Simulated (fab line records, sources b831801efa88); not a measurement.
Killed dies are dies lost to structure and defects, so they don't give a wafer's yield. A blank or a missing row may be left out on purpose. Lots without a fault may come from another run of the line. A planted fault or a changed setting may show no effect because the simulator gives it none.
A struck lot beside a sound one | flow sky130 | 22 steps out of a route of 708
Sound: wafers L960.1, L960.4, L960.5. Struck: wafers L976.2, L976.3, L976.6. The cause comes at the end.
At each step with rows: each side's tool, then ch and its chambers, then its first start. Under that, the readings that differ: sound wafers | struck wafers | difference of the means | sigmas: that difference in standard deviations of wafers without a fault.
alike: readings whose means differ by less than 2 such deviations, and words and numbers that are the same on both sides. not compared: withheld readings, readings that some wafer has no value for, bounds like >300 that may hide the same value, and numbers for which the record gives no deviation and whose values overlap.
The two part at a step that has a row with sigmas, a row that says differs or no value, or rows on one side only. Numbers that don't overlap but have no deviation are shown without sigmas and don't part them. A reading that every wafer of one side lacks parts them only if that side has two wafers or more.

first, 1 step without rows for these wafers: SKY_POLY_GATE_OXIDATION_20 (stabilise 600 s, purge 300 s, target thk 4 nm).
SKY_POLY_GATE_THK_MEAS_21:
  sound on film_metro-03, day 17 14:26; struck on film_metro-04, day 23 07:02
  alike: POLY_GATE_OXIDATION_THK
SKY_POLY_GATE_CD_MEAS_22:
  sound on cd_sem-02, day 17 14:30; struck on cd_sem-01, day 23 07:07
  alike: cd_nm
then, 7 steps without rows for these wafers: SKY_LDD_N_DEHYDRATE_00 (time 60 s); SKY_LDD_N_HMDS_01 (prime time 60 s); SKY_LDD_N_COAT_02 (resist thk 300 nm); SKY_LDD_N_SOFTBAKE_03 (time 60 s); SKY_LDD_N_EXPOSE_04 (exposes mask NTM, target cd 840 nm); SKY_LDD_N_PEB_05; SKY_LDD_N_DEVELOP_06 (develop time 60 s).
SKY_LDD_N_OVL_MEAS_07:
  sound on overlay-02, day 18 20:26; struck on overlay-01, day 24 13:29
  alike: LDD_N_OVL
then, 1 step without rows for these wafers: SKY_LDD_N_IMPLANT_08.
SKY_LDD_N_IMPLANT_09:
  sound on implanter-02 ch 0, day 18 20:37; struck on implanter-04 ch 0, day 24 13:41
  reading            | sound                         | struck                           | difference  | sigmas
  beam_on_s (s)      | 10.28 10.17 10.41             | 12.23 12.59 11.95                | +1.97       | +9
  dose_ions_cm2      | 7.498e+13 7.497e+13 7.517e+13 | 1.1504e+14 1.1516e+14 1.1498e+14 | +4.0020e+13 | +99 or more
  faraday_current_uA | 409 416 404                   | 529 515 543                      | +119        | +14
then, 6 steps without rows for these wafers: SKY_LDD_N_IMPLANT_10; SKY_LDD_N_IMPLANT_11; SKY_LDD_N_IMPLANT_12; SKY_LDD_N_IMPLANT_13; SKY_LDD_N_IMPLANT_14; SKY_LDD_N_IMPLANT_15.
SKY_LDD_N_STRIP_16: strips in O2/N2.
  sound on plasma_asher-02 ch 0, day 18 21:40; struck on plasma_asher-03 ch 0,1, day 24 14:43
  reading                      | sound             | struck            | difference | sigmas
  strip_time_to_endpoint_s (s) | 4.313 4.300 4.325 | 4.456 4.453 4.434 | +0.135     | +11
  alike: drypump_motor_current_A, oes_product_au
  not compared: rf_hours_counter_h
SKY_LDD_N_TW_MEAS_17:
  sound on film_metro-01, day 18 21:46; struck on film_metro-03, day 24 14:49
  alike: LDD_N_TW
-- the record jumps here: 26 days lie between the struck wafers' starts before and after (it left off in module LDD_N and takes up again in module PAD_OPEN, whose first step shown is number 708 of the route) --
SKY_PAD_OPEN_PROBE_99:
  sound on prober-01, day 46 11:12; struck on prober-01, day 50 03:36
  reading                     | sound             | struck          | difference | sigmas
  model.etest.tip_n.rs_ohm_sq | 439.9 441.7 441.8 | 412.1 414.9 415 | -27.1      |
  alike: killed_at_M0_to_M3, killed_at_M4_up, killed_at_contacts, killed_at_front_end, killed_at_other, killed_dies, killed_open, killed_short

WHERE THEY PART
First at SKY_LDD_N_IMPLANT_09; last, within this record, at SKY_LDD_N_STRIP_16. Later steps at which nothing parts them and some readings are alike: SKY_LDD_N_TW_MEAS_17, SKY_PAD_OPEN_PROBE_99.

WHY: what the simulator had put in
Process parameter drift: implanter-04, from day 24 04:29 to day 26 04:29, at SKY_LDD_N_IMPLANT_09. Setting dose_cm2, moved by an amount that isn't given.
